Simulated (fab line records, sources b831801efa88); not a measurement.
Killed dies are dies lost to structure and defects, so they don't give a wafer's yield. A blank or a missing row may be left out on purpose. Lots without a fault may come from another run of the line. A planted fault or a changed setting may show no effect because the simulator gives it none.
One fault seen from 2 desks | flow gf180mcu | each desk has only its own numbers; what lay behind them comes last

THE TOOL OWNER'S DESK: lpcvd-01
The tool's own readings at GF_POLY_GATE_CVD_00 (deposits poly-Si, target thk 200 nm, time 1200 s): means of the sampled wafers that have a number, for each lot that ran on this tool. A lot is out of limits, marked OUT, if its mean lies more than 4 standard deviations from the usual mean; the brackets give that distance.
Columns: A = spike_tc_bottom_C at GF_POLY_GATE_CVD_00, usual 642.1 C; B = spike_tc_centre_C at GF_POLY_GATE_CVD_00, usual 620.5 C; C = spike_tc_lower_C at GF_POLY_GATE_CVD_00, usual 619.7 C; D = zone_power_bottom_pct at GF_POLY_GATE_CVD_00, usual 13.6 %; E = zone_power_centre_pct at GF_POLY_GATE_CVD_00, usual 10.2 %; F = zone_power_lower_pct at GF_POLY_GATE_CVD_00, usual 8.0 %
lot  | first seen here | A     | B                | C               | D              | E              | F
L353 | day 8 17:44     | 643.4 | 621.9            | 618.3           | 13.4           | 10.8           | 6.9
L354 | day 9 02:35     | 643.8 | 622.1            | 618.9           | 13.0           | 9.3            | 8.4
L364 | day 11 23:49    | 631.4 | 613.3 (-4.3) OUT | 682.0 (+52) OUT | 8.7 (-8.7) OUT | 4.1 (-8.4) OUT | 19.3 (+12) OUT
L373 | day 14 12:40    | 644.4 | 621.4            | 619.1           | 13.4           | 10.8           | 6.9
L374 | day 14 20:49    | 644.6 | 621.4            | 618.3           | 13.5           | 10.7           | 6.9
L375 | day 14 23:43    | 645.4 | 621.0            | 618.7           | 13.5           | 10.7           | 7.0
This desk's finding: out of limits on L364; first on L364, day 11 23:49 (spike_tc_centre_C at GF_POLY_GATE_CVD_00). In limits: L353, L354, L373, L374, L375.

THE METROLOGY DESK
What the gauges read, lot by lot, whatever tool the lot ran on: means of the sampled wafers that have a number. A lot is out of limits, marked OUT, if its mean lies more than 4 standard deviations from the usual mean; the brackets give that distance.
Columns: A = M2_OVL at GF_M2_OVL_MEAS_15, usual -1 nm
lot  | first seen here | A
L353 | day 19 10:16    | 2
L354 | day 20 04:21    | -5
L355 | day 20 10:35    | 3
L360 | day 22 03:20    | 7
L364 | day 23 17:26    | 1
L367 | day 24 19:04    | 2
L368 | day 25 01:54    | 3
L370 | day 25 16:29    | -12
L371 | day 25 19:07    | -6
L372 | day 26 09:05    | -5
L373 | day 26 10:56    | 9
L374 | day 26 19:05    | 3
L375 | day 27 06:05    | -5
This desk's finding: nothing out of limits on any of the 13 lots.

PUT TOGETHER
The tool owner's desk could have raised an alarm at day 11 23:49, on L364.
The metrology desk saw nothing out of limits.
The metrology desk has L364 on record, within its limits.
Of the lots named, all ran GF_POLY_GATE_CVD_00 on lpcvd-01.

WHAT THE SIMULATOR HAD PUT IN
Process parameter drift: lpcvd-01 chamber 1, from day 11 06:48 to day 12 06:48, at GF_POLY_GATE_CVD_00. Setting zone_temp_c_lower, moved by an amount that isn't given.
Lots struck among those shown: L364.
Hours from the fault's start to each desk's first reading out of limits: the tool owner's desk, 17.
